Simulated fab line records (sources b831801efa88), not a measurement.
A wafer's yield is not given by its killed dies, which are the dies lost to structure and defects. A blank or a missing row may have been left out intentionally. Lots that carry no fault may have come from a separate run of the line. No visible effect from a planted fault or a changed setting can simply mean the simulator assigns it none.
Struck lot and sound lot, side by side    flow sfq_line    14 steps out of a route of 325
Sound: the wafers L979.2, L979.4, L979.6. Wafers struck: L994.1, L994.3, L994.4. At the end, the cause is stated.
For every step that has rows: the tool of each side, followed by ch and its chambers, followed by its first start. Under that, the readings that differ: sound wafers    struck wafers    difference of the means    sigmas: that difference in standard deviations of wafers without a fault.
alike: a reading whose means differ by less than 2 such deviations, as well as words and numbers matching on both sides. not compared: withheld readings; readings where some wafer has no value; bounds like >300 that might hide an equal value; numbers whose values overlap and for which the record gives no deviation.
The two part at a step that has a row with sigmas, a row that says differs or no value, or rows on one side only. Numbers that don't overlap but have no deviation are shown without sigmas and don't part them. Lack of a reading on every wafer of one side parts them only where that side has two or more wafers.

SFQ_INCOMING_BOW_MEAS_900:
  sound on film_metro-03, day 1 15:01; struck on film_metro-01, day 4 18:00
  alike: INCOMING_BOW
then, 1 step without rows for these wafers: SFQ_TRILAYER_INCOMING_OXIDATION_002 (target thk 500 nm, ox time 4939 s).
SFQ_TRILAYER_L0_DEP_SPUTTER_003: material MoNx KI, target thk 40 nm, time 100 s.
  sound on pvd_sputter-03, day 1 17:29; struck on pvd_sputter-04, day 4 20:29
  alike: throttle_valve_pct
SFQ_L0_RS_MEAS_901: measurement is done with a four-point probe.
  sound on film_metro-02, day 1 17:35; struck on film_metro-03, day 4 20:34
  alike: L0_MONX_KI_RS
SFQ_L0_THK_MEAS_902: measures by xrf.
  sound on film_metro-02, day 1 17:41; struck on film_metro-03, day 4 20:41
  alike: L0_MONX_KI_THK
then, 6 steps without rows for these wafers: SFQ_TRILAYER_L0_LITHO_COAT_010 (resist thk 62 nm); SFQ_TRILAYER_L0_LITHO_COAT_005 (resist thk 600 nm); SFQ_TRILAYER_L0_LITHO_SOFTBAKE_009; SFQ_TRILAYER_L0_LITHO_EXPOSE_006 (exposes mask L0, target cd 2000 nm); SFQ_TRILAYER_L0_LITHO_PEB_008 (peb time 60 s); SFQ_TRILAYER_L0_LITHO_DEVELOP_007 (time 60 s).
-- the record jumps here: 3 days lie between the struck wafers' starts before and after --
SFQ_TRILAYER_L0_BARC_OPEN_METAL_ETCH_010: etches BARC in O2, target depth 125 nm, time 41.7 s.
  sound on rie_metal-01 ch 0,1, day 4 17:55; struck on rie_metal-04 ch 0,1, day 8 01:27
reading                                              sound              struck             difference  sigmas
oes_product_au (a.u.)                                0.681 0.686 0.687  0.814 0.817 0.818  +0.132      +29
run_length_s (s)                                     70.3 70.4 70.8     60.4 60.5 59.8     -10.3       -14
time_s (s)                                           41.7 41.7 41.7     29.19 29.19 29.19  -12.51      
model.KrF_of_TRILAYER_L0_LITHO_COAT_005.thk_nm (nm)  520.2 520.7 519.4  539.1 538 537.4    +18.1       
  alike: bias_w, drypump_motor_current_A
  not compared: rf_hours_counter_h
SFQ_TRILAYER_L0_ETCH_METAL_ETCH_008: etches MoNx KI in SF6/O2, stops on SiO2, target depth 50 nm, time 25 s.
  sound on rie_metal-01 ch 0,1, day 4 17:58; struck on rie_metal-04 ch 0,1, day 8 01:31
reading                                              sound          struck             difference  sigmas
model.KrF_of_TRILAYER_L0_LITHO_COAT_005.thk_nm (nm)  479 479 478.1  497.6 496.7 495.9  +18.0       
  alike: bias_w, drypump_motor_current_A, oes_product_au, run_length_s, time_s
  not compared: rf_hours_counter_h
SFQ_TRILAYER_L0_STRIP_STRIP_009: strips in O2.
  sound on rie_metal-01 ch 0,1, day 4 18:01; struck on rie_metal-04 ch 0,1, day 8 01:33
  alike: drypump_motor_current_A, oes_product_au
  not compared: rf_hours_counter_h

WHERE THEY PART
Only at SFQ_TRILAYER_L0_BARC_OPEN_METAL_ETCH_010, within this record. Later steps at which nothing parts them and some readings are alike: SFQ_TRILAYER_L0_ETCH_METAL_ETCH_008, SFQ_TRILAYER_L0_STRIP_STRIP_009.

WHY: the cause the simulator had injected
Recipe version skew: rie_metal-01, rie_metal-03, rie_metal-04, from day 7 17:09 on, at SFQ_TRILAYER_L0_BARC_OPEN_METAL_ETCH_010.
